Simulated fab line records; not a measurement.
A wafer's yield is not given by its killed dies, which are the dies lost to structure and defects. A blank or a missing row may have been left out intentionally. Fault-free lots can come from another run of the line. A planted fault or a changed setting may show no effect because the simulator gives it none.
fab line records | flow gf180mcu
record: lots: 24 | wafers: 72 | lastDay: 36
route steps=602 shown V2@385 V3@430 V4@501 V5@562 PASSIVATION@601
lots that met no fault: from a run of the same line without faults
startH: hours from the record's opening day to when the first of the lot's shown wafers began | waitH: time in hours since the lot's previous step | " as in the row above | L1.1+2: one row covering several wafers at once | - value missing, or start not given | * or withheld: withheld | < > ~ a bound
route shown NAME@n: names a module that has steps shown in the file, with the first one's number in the route | usual: average and standard deviation across the fault-free wafers | same: alike in all rows | chamber/n: place in a boat | sites: the reading at each site | _std_site: standard deviation of those values | _edge_site: mean of outer sites minus mean of inner sites | radiusMm: for every site, how far away it sits from the centre of the wafer | mask NAME#n: copy n | behind: the last tool/chamber to shape the wafer | hold: what put the lot on hold/how long, in hours/how the hold closed | device: names the non-switching transistor (n, p or np) | end of line: the same wafers' tests at the end of the route | step lacking rows: just its recipe | killed: count of dies lost to structure and defects at first sort (not the wafer's yield) | map: per-die view of a wafer (x killed, . not killed, _ where there is no die)
set.NAME: the setting the step ran with; set.NAME@STEP: the setting that earlier step ran with | model.NAME: the simulator's own value behind a step, which no gauge read
steps of the route over a sample of lots; a table a step, a row a wafer
services: when a tool's chamber went out of use (startH, in hours from the record's first day, below 0 if earlier), for how many hours, and the reason
== steps ==
step: GF_V2_THK_MEAS_03
recipe: reads: SiO2_of_V2_CVD_02
usual: V2_CVD_02_THK: 852/11
lot.wafer | tool         | chamber | startH | waitH | V2_CVD_02_THK[nm]
L074.2    | filmMetro-02 | -       | 486.90 | 0.0   | 840
L074.5    | "            | -       | "      | "     | 853
L074.6    | "            | -       | "      | "     | 850
L075.3    | filmMetro-04 | -       | 501.44 | 0.1   | 849
L075.5    | "            | -       | "      | "     | 864
L075.6    | "            | -       | "      | "     | 873
L076.1    | filmMetro-02 | -       | 508.72 | 0.0   | 854
L076.4    | "            | -       | "      | "     | 865
L076.6    | "            | -       | "      | "     | 856
L077.1    | filmMetro-02 | -       | 517.53 | 0.0   | 844
L077.3    | "            | -       | "      | "     | 844
L077.5    | "            | -       | "      | "     | 863
L078.1    | filmMetro-03 | -       | 521.42 | 0.0   | 865
L078.5    | "            | -       | "      | "     | 870
L078.6    | "            | -       | "      | "     | 858
L079.1    | filmMetro-03 | -       | 533.82 | 0.0   | 834
L079.2    | "            | -       | "      | "     | 831
L079.6    | "            | -       | "      | "     | 849
L080.2    | filmMetro-04 | -       | 539.26 | 0.0   | 846
L080.3    | "            | -       | "      | "     | 849
L080.4    | "            | -       | "      | "     | 855
L081.1    | filmMetro-04 | -       | 545.58 | 0.0   | 852
L081.4    | "            | -       | "      | "     | 862
L081.6    | "            | -       | "      | "     | 863
L082.2    | filmMetro-04 | -       | 560.56 | 0.0   | 840
L082.4    | "            | -       | "      | "     | 847
L082.6    | "            | -       | "      | "     | 862
L083.1    | filmMetro-03 | -       | 566.32 | 0.0   | 843
L083.2    | "            | -       | "      | "     | 851
L083.6    | "            | -       | "      | "     | 864
L084.2    | filmMetro-04 | -       | 575.15 | 0.0   | 868
L084.4    | "            | -       | "      | "     | 847
L084.6    | "            | -       | "      | "     | 879
L085.1    | filmMetro-04 | -       | 581.50 | 0.1   | 843
L085.3    | "            | -       | "      | "     | 862
L085.6    | "            | -       | "      | "     | 856
L086.1    | filmMetro-04 | -       | 586.91 | 0.0   | 851
L086.5    | "            | -       | "      | "     | 868
L086.6    | "            | -       | "      | "     | 856
L087.2    | filmMetro-03 | -       | 594.14 | 0.0   | 848
L087.3    | "            | -       | "      | "     | 823
L087.4    | "            | -       | "      | "     | 863
L088.2    | filmMetro-03 | -       | 605.23 | 0.0   | 834
L088.3    | "            | -       | "      | "     | 840
L088.5    | "            | -       | "      | "     | 845
L089.2    | filmMetro-03 | -       | 610.35 | 0.0   | 849
L089.4    | "            | -       | "      | "     | 876
L089.6    | "            | -       | "      | "     | 867
L090.3    | filmMetro-04 | -       | 615.53 | 0.1   | 844
L090.5    | "            | -       | "      | "     | 856
L090.6    | "            | -       | "      | "     | 850
L091.1    | filmMetro-03 | -       | 626.22 | 0.0   | 847
L091.3    | "            | -       | "      | "     | 844
L091.4    | "            | -       | "      | "     | 857
L092.4    | filmMetro-02 | -       | 629.69 | 0.0   | 862
L092.5    | "            | -       | "      | "     | 859
L092.6    | "            | -       | "      | "     | 854
L093.1    | filmMetro-04 | -       | 635.06 | 0.0   | 847
L093.5    | "            | -       | "      | "     | 859
L093.6    | "            | -       | "      | "     | 861
L094.1    | filmMetro-04 | -       | 639.98 | 0.0   | 851
L094.3    | "            | -       | "      | "     | 846
L094.4    | "            | -       | "      | "     | 870
L095.1    | filmMetro-03 | -       | 648.88 | 0.0   | 836
L095.3    | "            | -       | "      | "     | 842
L095.4    | "            | -       | "      | "     | 848
L096.1    | filmMetro-03 | -       | 657.44 | 0.0   | 837
L096.4    | "            | -       | "      | "     | 852
L096.6    | "            | -       | "      | "     | 854
L097.3    | filmMetro-03 | -       | 662.43 | 0.1   | 847
L097.4    | "            | -       | "      | "     | 868
L097.5    | "            | -       | "      | "     | 854
step: GF_V3_THK_MEAS_01
recipe: reads: SiO2_of_V3_CVD_00
usual: V3_CVD_00_THK: 600/5.9
lot.wafer | tool         | chamber | startH | waitH | V3_CVD_00_THK[nm]
L074.2    | filmMetro-02 | -       | 539.80 | 0.0   | 596
L074.5    | "            | -       | "      | "     | 594
L074.6    | "            | -       | "      | "     | 602
L075.3    | filmMetro-03 | -       | 553.43 | 0.1   | 605
L075.5    | "            | -       | "      | "     | 591
L075.6    | "            | -       | "      | "     | 603
L076.1    | filmMetro-03 | -       | 559.60 | 0.0   | 595
L076.4    | "            | -       | "      | "     | 594
L076.6    | "            | -       | "      | "     | 590
L077.1    | filmMetro-01 | -       | 567.88 | 0.0   | 589
L077.3    | "            | -       | "      | "     | 601
L077.5    | "            | -       | "      | "     | 588
L078.1    | filmMetro-02 | -       | 572.01 | 0.0   | 597
L078.5    | "            | -       | "      | "     | 604
L078.6    | "            | -       | "      | "     | 605
L079.1    | filmMetro-01 | -       | 583.81 | 0.0   | 600
L079.2    | "            | -       | "      | "     | 593
L079.6    | "            | -       | "      | "     | 595
L080.2    | filmMetro-03 | -       | 589.25 | 0.0   | 605
L080.3    | "            | -       | "      | "     | 615
L080.4    | "            | -       | "      | "     | 595
L081.1    | filmMetro-03 | -       | 594.61 | 0.0   | 606
L081.4    | "            | -       | "      | "     | 603
L081.6    | "            | -       | "      | "     | 606
L082.2    | filmMetro-01 | -       | 609.81 | 0.0   | 598
L082.4    | "            | -       | "      | "     | 609
L082.6    | "            | -       | "      | "     | 596
L083.1    | filmMetro-01 | -       | 614.49 | 0.1   | 600
L083.2    | "            | -       | "      | "     | 603
L083.6    | "            | -       | "      | "     | 606
L084.2    | filmMetro-01 | -       | 623.15 | 0.0   | 604
L084.4    | "            | -       | "      | "     | 602
L084.6    | "            | -       | "      | "     | 608
L085.1    | filmMetro-02 | -       | 629.88 | 0.0   | 599
L085.3    | "            | -       | "      | "     | 596
L085.6    | "            | -       | "      | "     | 593
L086.1    | filmMetro-02 | -       | 634.39 | 0.0   | 606
L086.5    | "            | -       | "      | "     | 600
L086.6    | "            | -       | "      | "     | 599
L087.2    | filmMetro-02 | -       | 640.93 | 0.0   | 596
L087.3    | "            | -       | "      | "     | 600
L087.4    | "            | -       | "      | "     | 604
L088.2    | filmMetro-01 | -       | 650.96 | 0.0   | 600
L088.3    | "            | -       | "      | "     | 607
L088.5    | "            | -       | "      | "     | 612
L089.2    | filmMetro-01 | -       | 655.44 | 0.0   | 605
L089.4    | "            | -       | "      | "     | 601
L089.6    | "            | -       | "      | "     | 610
L090.3    | filmMetro-02 | -       | 660.83 | 0.1   | 595
L090.5    | "            | -       | "      | "     | 603
L090.6    | "            | -       | "      | "     | 605
L091.1    | filmMetro-03 | -       | 671.31 | 0.0   | 605
L091.3    | "            | -       | "      | "     | 592
L091.4    | "            | -       | "      | "     | 607
L092.4    | filmMetro-02 | -       | 674.82 | 0.0   | 604
L092.5    | "            | -       | "      | "     | 596
L092.6    | "            | -       | "      | "     | 597
L093.1    | filmMetro-01 | -       | 680.51 | 0.0   | 586
L093.5    | "            | -       | "      | "     | 590
L093.6    | "            | -       | "      | "     | 590
L094.1    | filmMetro-03 | -       | 684.49 | 0.0   | 607
L094.3    | "            | -       | "      | "     | 596
L094.4    | "            | -       | "      | "     | 605
L095.1    | filmMetro-01 | -       | 693.32 | 0.0   | 600
L095.3    | "            | -       | "      | "     | 602
L095.4    | "            | -       | "      | "     | 600
L096.1    | filmMetro-02 | -       | 701.94 | 0.0   | 598
L096.4    | "            | -       | "      | "     | 605
L096.6    | "            | -       | "      | "     | 597
L097.3    | filmMetro-01 | -       | 706.01 | 0.1   | 609
L097.4    | "            | -       | "      | "     | 607
L097.5    | "            | -       | "      | "     | 592
step: GF_V4_THK_MEAS_25
recipe: thkMeasGauge: xrf | reads: W_of_V4_CVD_23
usual: V4_W_THK: 349/5.4
lot.wafer | tool         | chamber | startH | waitH | V4_W_THK[nm]
L074.2    | filmMetro-03 | -       | 613.82 | 0.1   | 343
L074.5    | "            | -       | "      | "     | 340
L074.6    | "            | -       | "      | "     | 347
L075.3    | filmMetro-03 | -       | 625.23 | 0.1   | 347
L075.5    | "            | -       | "      | "     | 344
L075.6    | "            | -       | "      | "     | 346
L076.1    | filmMetro-03 | -       | 631.55 | 0.1   | 340
L076.4    | "            | -       | "      | "     | 337
L076.6    | "            | -       | "      | "     | 340
L077.1    | filmMetro-02 | -       | 639.85 | 0.1   | 349
L077.3    | "            | -       | "      | "     | 347
L077.5    | "            | -       | "      | "     | 348
L078.1    | filmMetro-03 | -       | 644.26 | 0.1   | 345
L078.5    | "            | -       | "      | "     | 344
L078.6    | "            | -       | "      | "     | 350
L079.1    | filmMetro-04 | -       | 654.97 | 0.1   | 352
L079.2    | "            | -       | "      | "     | 357
L079.6    | "            | -       | "      | "     | 350
L080.2    | filmMetro-04 | -       | 658.87 | 0.1   | 350
L080.3    | "            | -       | "      | "     | 350
L080.4    | "            | -       | "      | "     | 346
L081.1    | filmMetro-02 | -       | 665.92 | 0.1   | 358
L081.4    | "            | -       | "      | "     | 358
L081.6    | "            | -       | "      | "     | 352
L082.2    | filmMetro-03 | -       | 678.38 | 0.1   | 350
L082.4    | "            | -       | "      | "     | 350
L082.6    | "            | -       | "      | "     | 347
L083.1    | filmMetro-04 | -       | 682.55 | 0.1   | 352
L083.2    | "            | -       | "      | "     | 355
L083.6    | "            | -       | "      | "     | 351
L084.2    | filmMetro-02 | -       | 690.97 | 0.1   | 353
L084.4    | "            | -       | "      | "     | 354
L084.6    | "            | -       | "      | "     | 351
L085.1    | filmMetro-02 | -       | 698.76 | 0.1   | 347
L085.3    | "            | -       | "      | "     | 351
L085.6    | "            | -       | "      | "     | 349
L086.1    | filmMetro-04 | -       | 701.22 | 0.1   | 353
L086.5    | "            | -       | "      | "     | 351
L086.6    | "            | -       | "      | "     | 355
L087.2    | filmMetro-03 | -       | 707.30 | 0.1   | 349
L087.3    | "            | -       | "      | "     | 351
L087.4    | "            | -       | "      | "     | 350
L088.2    | filmMetro-04 | -       | 717.77 | 0.1   | 353
L088.3    | "            | -       | "      | "     | 354
L088.5    | "            | -       | "      | "     | 356
L089.2    | filmMetro-04 | -       | 720.62 | 0.1   | 362
L089.4    | "            | -       | "      | "     | 355
L089.6    | "            | -       | "      | "     | 353
L090.3    | filmMetro-03 | -       | 726.63 | 0.1   | 347
L090.5    | "            | -       | "      | "     | 345
L090.6    | "            | -       | "      | "     | 350
L091.1    | filmMetro-03 | -       | 735.36 | 0.1   | 343
L091.3    | "            | -       | "      | "     | 344
L091.4    | "            | -       | "      | "     | 344
L092.4    | filmMetro-03 | -       | 738.39 | 0.1   | 341
L092.5    | "            | -       | "      | "     | 338
L092.6    | "            | -       | "      | "     | 344
L093.1    | filmMetro-04 | -       | 744.80 | 0.1   | 352
L093.5    | "            | -       | "      | "     | 349
L093.6    | "            | -       | "      | "     | 345
L094.1    | filmMetro-02 | -       | 748.32 | 0.1   | 351
L094.3    | "            | -       | "      | "     | 346
L094.4    | "            | -       | "      | "     | 355
L095.1    | filmMetro-02 | -       | 756.20 | 0.1   | 351
L095.3    | "            | -       | "      | "     | 352
L095.4    | "            | -       | "      | "     | 354
L096.1    | filmMetro-04 | -       | 763.66 | 0.1   | 351
L096.4    | "            | -       | "      | "     | 354
L096.6    | "            | -       | "      | "     | 352
L097.3    | filmMetro-03 | -       | 767.18 | 0.1   | 341
L097.4    | "            | -       | "      | "     | 348
L097.5    | "            | -       | "      | "     | 343
step: GF_V5_SPUTTER_22
recipe: material: TiN | targetThkNm: 10 | chamberPressurePa: 5 | powerW: 4000 | timeS: 40
usual: throttleValvePct: 30.0/1.1
lot.wafer | tool          | chamber | startH | waitH | throttleValvePct
L074.2    | pvdSputter-04 | -       | 681.12 | 0.0   | 31.0
L074.5    | "             | -       | "      | "     | 30.3
L074.6    | "             | -       | "      | "     | 30.2
L075.3    | pvdSputter-04 | -       | 692.80 | 0.0   | 30.1
L075.5    | "             | -       | "      | "     | 29.9
L075.6    | "             | -       | "      | "     | 30.9
L076.1    | pvdSputter-01 | -       | 697.87 | 0.0   | 29.1
L076.4    | "             | -       | "      | "     | 30.3
L076.6    | "             | -       | "      | "     | 30.3
L077.1    | pvdSputter-04 | -       | 705.50 | 0.0   | 30.8
L077.3    | "             | -       | "      | "     | 30.3
L077.5    | "             | -       | "      | "     | 30.9
L078.1    | pvdSputter-02 | -       | 708.62 | 0.0   | 31.9
L078.5    | "             | -       | "      | "     | 31.9
L078.6    | "             | -       | "      | "     | 31.3
L079.1    | pvdSputter-01 | -       | 718.78 | 0.0   | 28.6
L079.2    | "             | -       | "      | "     | 29.4
L079.6    | "             | -       | "      | "     | 29.2
L080.2    | pvdSputter-01 | -       | 723.57 | 0.0   | 30.4
L080.3    | "             | -       | "      | "     | 28.5
L080.4    | "             | -       | "      | "     | 28.4
L081.1    | pvdSputter-02 | -       | 729.64 | 0.0   | 32.1
L081.4    | "             | -       | "      | "     | 27.4
L081.6    | "             | -       | "      | "     | 27.5
L082.2    | pvdSputter-04 | -       | 740.80 | 0.0   | 29.2
L082.4    | "             | -       | "      | "     | 30.6
L082.6    | "             | -       | "      | "     | 30.8
L083.1    | pvdSputter-02 | -       | 744.87 | 0.0   | 31.3
L083.2    | "             | -       | "      | "     | 32.1
L083.6    | "             | -       | "      | "     | 31.4
L084.2    | pvdSputter-02 | -       | 752.45 | 0.0   | 31.6
L084.4    | "             | -       | "      | "     | 31.8
L084.6    | "             | -       | "      | "     | 29.8
L085.1    | pvdSputter-01 | -       | 759.52 | 0.0   | 29.1
L085.3    | "             | -       | "      | "     | 30.0
L085.6    | "             | -       | "      | "     | 28.5
L086.1    | pvdSputter-04 | -       | 761.79 | 0.0   | 30.5
L086.5    | "             | -       | "      | "     | 29.6
L086.6    | "             | -       | "      | "     | 30.6
L087.2    | pvdSputter-01 | -       | 768.16 | 0.0   | 28.3
L087.3    | "             | -       | "      | "     | 29.3
L087.4    | "             | -       | "      | "     | 30.4
L088.2    | pvdSputter-04 | -       | 777.15 | 0.0   | 30.3
L088.3    | "             | -       | "      | "     | 30.3
L088.5    | "             | -       | "      | "     | 30.2
L089.2    | pvdSputter-04 | -       | 779.90 | 0.0   | 30.7
L089.4    | "             | -       | "      | "     | 30.5
L089.6    | "             | -       | "      | "     | 30.5
L090.3    | pvdSputter-02 | -       | 785.07 | 0.0   | 31.7
L090.5    | "             | -       | "      | "     | 27.6
L090.6    | "             | -       | "      | "     | 32.4
L091.1    | pvdSputter-01 | -       | 792.62 | 0.0   | 30.3
L091.3    | "             | -       | "      | "     | 29.3
L091.4    | "             | -       | "      | "     | 29.5
L092.4    | pvdSputter-04 | -       | 793.81 | 0.0   | 31.1
L092.5    | "             | -       | "      | "     | 30.9
L092.6    | "             | -       | "      | "     | 29.8
L093.1    | pvdSputter-01 | -       | 801.57 | 0.0   | 29.0
L093.5    | "             | -       | "      | "     | 29.2
L093.6    | "             | -       | "      | "     | 29.4
L094.1    | pvdSputter-04 | -       | 804.22 | 0.0   | 30.4
L094.3    | "             | -       | "      | "     | 29.9
L094.4    | "             | -       | "      | "     | 30.1
L095.1    | pvdSputter-02 | -       | 811.67 | 0.0   | 32.1
L095.3    | "             | -       | "      | "     | 27.3
L095.4    | "             | -       | "      | "     | 31.1
L096.1    | pvdSputter-04 | -       | 817.64 | 0.0   | 31.1
L096.4    | "             | -       | "      | "     | 30.6
L096.6    | "             | -       | "      | "     | 30.9
L097.3    | pvdSputter-01 | -       | 820.94 | 0.0   | 29.3
L097.4    | "             | -       | "      | "     | 28.4
L097.5    | "             | -       | "      | "     | 29.2
step: GF_V5_RS_MEAS_24
recipe: thkMeasGauge: four-point-probe | reads: W_of_V5_CVD_23+TiN_of_V5_SPUTTER_22+Ti_of_V5_SPUTTER_21
usual: V5_W_RS: 0.328/0.0043
lot.wafer | tool         | chamber | startH | waitH | V5_W_RS[ohm/sq]
L074.2    | filmMetro-03 | -       | 681.30 | 0.1   | 0.329
L074.5    | "            | -       | "      | "     | 0.326
L074.6    | "            | -       | "      | "     | 0.332
L075.3    | filmMetro-01 | -       | 692.99 | 0.1   | 0.325
L075.5    | "            | -       | "      | "     | 0.328
L075.6    | "            | -       | "      | "     | 0.327
L076.1    | filmMetro-01 | -       | 698.02 | 0.1   | 0.331
L076.4    | "            | -       | "      | "     | 0.334
L076.6    | "            | -       | "      | "     | 0.335
L077.1    | filmMetro-02 | -       | 705.65 | 0.1   | 0.337
L077.3    | "            | -       | "      | "     | 0.330
L077.5    | "            | -       | "      | "     | 0.334
L078.1    | filmMetro-03 | -       | 708.77 | 0.1   | 0.321
L078.5    | "            | -       | "      | "     | 0.324
L078.6    | "            | -       | "      | "     | 0.319
L079.1    | filmMetro-01 | -       | 718.93 | 0.1   | 0.319
L079.2    | "            | -       | "      | "     | 0.322
L079.6    | "            | -       | "      | "     | 0.320
L080.2    | filmMetro-01 | -       | 723.75 | 0.1   | 0.329
L080.3    | "            | -       | "      | "     | 0.328
L080.4    | "            | -       | "      | "     | 0.330
L081.1    | filmMetro-02 | -       | 729.79 | 0.1   | 0.327
L081.4    | "            | -       | "      | "     | 0.323
L081.6    | "            | -       | "      | "     | 0.327
L082.2    | filmMetro-02 | -       | 740.97 | 0.1   | 0.329
L082.4    | "            | -       | "      | "     | 0.326
L082.6    | "            | -       | "      | "     | 0.323
L083.1    | filmMetro-02 | -       | 745.02 | 0.1   | 0.328
L083.2    | "            | -       | "      | "     | 0.333
L083.6    | "            | -       | "      | "     | 0.332
L084.2    | filmMetro-03 | -       | 752.68 | 0.2   | 0.331
L084.4    | "            | -       | "      | "     | 0.336
L084.6    | "            | -       | "      | "     | 0.333
L085.1    | filmMetro-02 | -       | 759.67 | 0.1   | 0.327
L085.3    | "            | -       | "      | "     | 0.325
L085.6    | "            | -       | "      | "     | 0.332
L086.1    | filmMetro-02 | -       | 761.94 | 0.1   | 0.330
L086.5    | "            | -       | "      | "     | 0.329
L086.6    | "            | -       | "      | "     | 0.325
L087.2    | filmMetro-01 | -       | 768.33 | 0.1   | 0.327
L087.3    | "            | -       | "      | "     | 0.328
L087.4    | "            | -       | "      | "     | 0.327
L088.2    | filmMetro-03 | -       | 777.32 | 0.1   | 0.321
L088.3    | "            | -       | "      | "     | 0.331
L088.5    | "            | -       | "      | "     | 0.321
L089.2    | filmMetro-01 | -       | 780.07 | 0.1   | 0.333
L089.4    | "            | -       | "      | "     | 0.331
L089.6    | "            | -       | "      | "     | 0.329
L090.3    | filmMetro-01 | -       | 785.26 | 0.1   | 0.337
L090.5    | "            | -       | "      | "     | 0.330
L090.6    | "            | -       | "      | "     | 0.331
L091.1    | filmMetro-03 | -       | 792.77 | 0.1   | 0.331
L091.3    | "            | -       | "      | "     | 0.333
L091.4    | "            | -       | "      | "     | 0.330
L092.4    | filmMetro-02 | -       | 794.02 | 0.1   | 0.328
L092.5    | "            | -       | "      | "     | 0.319
L092.6    | "            | -       | "      | "     | 0.330
L093.1    | filmMetro-01 | -       | 801.72 | 0.1   | 0.327
L093.5    | "            | -       | "      | "     | 0.326
L093.6    | "            | -       | "      | "     | 0.336
L094.1    | filmMetro-03 | -       | 804.37 | 0.1   | 0.333
L094.3    | "            | -       | "      | "     | 0.332
L094.4    | "            | -       | "      | "     | 0.330
L095.1    | filmMetro-02 | -       | 811.82 | 0.1   | 0.327
L095.3    | "            | -       | "      | "     | 0.327
L095.4    | "            | -       | "      | "     | 0.331
L096.1    | filmMetro-02 | -       | 817.79 | 0.1   | 0.325
L096.4    | "            | -       | "      | "     | 0.326
L096.6    | "            | -       | "      | "     | 0.330
L097.3    | filmMetro-02 | -       | 821.13 | 0.1   | 0.329
L097.4    | "            | -       | "      | "     | 0.328
L097.5    | "            | -       | "      | "     | 0.329
step: GF_PASSIVATION_BOW_MEAS_14
recipe: mode: bow
usual: PASSIVATION_BOW: 143/10
lot.wafer | tool         | chamber | startH | waitH | PASSIVATION_BOW[um]
L074.2    | filmMetro-02 | -       | 724.72 | 0.0   | 149
L074.5    | "            | -       | "      | "     | 148
L074.6    | "            | -       | "      | "     | 153
L075.3    | filmMetro-02 | -       | 735.89 | 0.0   | 141
L075.5    | "            | -       | "      | "     | 139
L075.6    | "            | -       | "      | "     | 133
L076.1    | filmMetro-03 | -       | 740.20 | 0.0   | 146
L076.4    | "            | -       | "      | "     | 150
L076.6    | "            | -       | "      | "     | 151
L077.1    | filmMetro-03 | -       | 748.13 | 0.0   | 156
L077.3    | "            | -       | "      | "     | 148
L077.5    | "            | -       | "      | "     | 155
L078.1    | filmMetro-04 | -       | 750.83 | 0.0   | 138
L078.5    | "            | -       | "      | "     | 141
L078.6    | "            | -       | "      | "     | 145
L079.1    | filmMetro-03 | -       | 760.53 | 0.0   | 154
L079.2    | "            | -       | "      | "     | 140
L079.6    | "            | -       | "      | "     | 148
L080.2    | filmMetro-02 | -       | 764.05 | 0.0   | 138
L080.3    | "            | -       | "      | "     | 147
L080.4    | "            | -       | "      | "     | 138
L081.1    | filmMetro-03 | -       | 771.03 | 0.0   | 154
L081.4    | "            | -       | "      | "     | 151
L081.6    | "            | -       | "      | "     | 138
L082.2    | filmMetro-04 | -       | 781.00 | 0.0   | 160
L082.4    | "            | -       | "      | "     | 164
L082.6    | "            | -       | "      | "     | 149
L083.1    | filmMetro-03 | -       | 785.13 | 0.0   | 143
L083.2    | "            | -       | "      | "     | 138
L083.6    | "            | -       | "      | "     | 138
L084.2    | filmMetro-02 | -       | 792.19 | 0.1   | 142
L084.4    | "            | -       | "      | "     | 134
L084.6    | "            | -       | "      | "     | 146
L085.1    | filmMetro-03 | -       | 798.27 | 0.0   | 138
L085.3    | "            | -       | "      | "     | 147
L085.6    | "            | -       | "      | "     | 135
L086.1    | filmMetro-04 | -       | 800.30 | 0.0   | 137
L086.5    | "            | -       | "      | "     | 137
L086.6    | "            | -       | "      | "     | 138
L087.2    | filmMetro-02 | -       | 806.04 | 0.1   | 130
L087.3    | "            | -       | "      | "     | 149
L087.4    | "            | -       | "      | "     | 130
L088.2    | filmMetro-04 | -       | 814.40 | 0.0   | 131
L088.3    | "            | -       | "      | "     | 143
L088.5    | "            | -       | "      | "     | 144
L089.2    | filmMetro-04 | -       | 817.32 | 0.0   | 151
L089.4    | "            | -       | "      | "     | 140
L089.6    | "            | -       | "      | "     | 144
L090.3    | filmMetro-02 | -       | 822.12 | 0.0   | 160
L090.5    | "            | -       | "      | "     | 166
L090.6    | "            | -       | "      | "     | 166
L091.1    | filmMetro-03 | -       | 828.77 | 0.0   | 151
L091.3    | "            | -       | "      | "     | 151
L091.4    | "            | -       | "      | "     | 153
L092.4    | filmMetro-04 | -       | 830.81 | 0.1   | 135
L092.5    | "            | -       | "      | "     | 119
L092.6    | "            | -       | "      | "     | 136
L093.1    | filmMetro-03 | -       | 836.82 | 0.0   | 139
L093.5    | "            | -       | "      | "     | 164
L093.6    | "            | -       | "      | "     | 146
L094.1    | filmMetro-04 | -       | 839.62 | 0.0   | 133
L094.3    | "            | -       | "      | "     | 142
L094.4    | "            | -       | "      | "     | 146
L095.1    | filmMetro-02 | -       | 846.38 | 0.0   | 134
L095.3    | "            | -       | "      | "     | 142
L095.4    | "            | -       | "      | "     | 124
L096.1    | filmMetro-03 | -       | 851.72 | 0.0   | 127
L096.4    | "            | -       | "      | "     | 130
L096.6    | "            | -       | "      | "     | 131
L097.3    | filmMetro-02 | -       | 854.74 | 0.0   | 137
L097.4    | "            | -       | "      | "     | 145
L097.5    | "            | -       | "      | "     | 141
== services ==
tool          | chamber | startH | hours | kind
pvdSputter-04 | -       | 706.78 | 1.2   | repair
pvdSputter-01 | 2       | 707.06 | -     | consumableReplace:kit
pvdSputter-01 | 2       | 707.06 | 18.0  | scheduledDown
pvdSputter-01 | 2       | 707.06 | 18.0  | ventCycle
pvdSputter-04 | 0       | 722.05 | -     | consumableReplace:kit
pvdSputter-04 | 0       | 722.05 | 18.0  | scheduledDown
pvdSputter-04 | 0       | 722.05 | 18.0  | ventCycle
pvdSputter-04 | -       | 730.60 | 4.4   | repair
pvdSputter-02 | 1       | 778.00 | -     | consumableReplace:kit
pvdSputter-02 | 1       | 778.00 | 18.0  | scheduledDown
pvdSputter-02 | 1       | 778.00 | 18.0  | ventCycle
pvdSputter-01 | -       | 785.77 | 4.9   | repair
pvdSputter-04 | 3       | 809.93 | -     | consumableReplace:kit
pvdSputter-04 | 3       | 809.93 | 18.0  | scheduledDown
pvdSputter-04 | 3       | 809.93 | 18.0  | ventCycle
== key ==
fault none
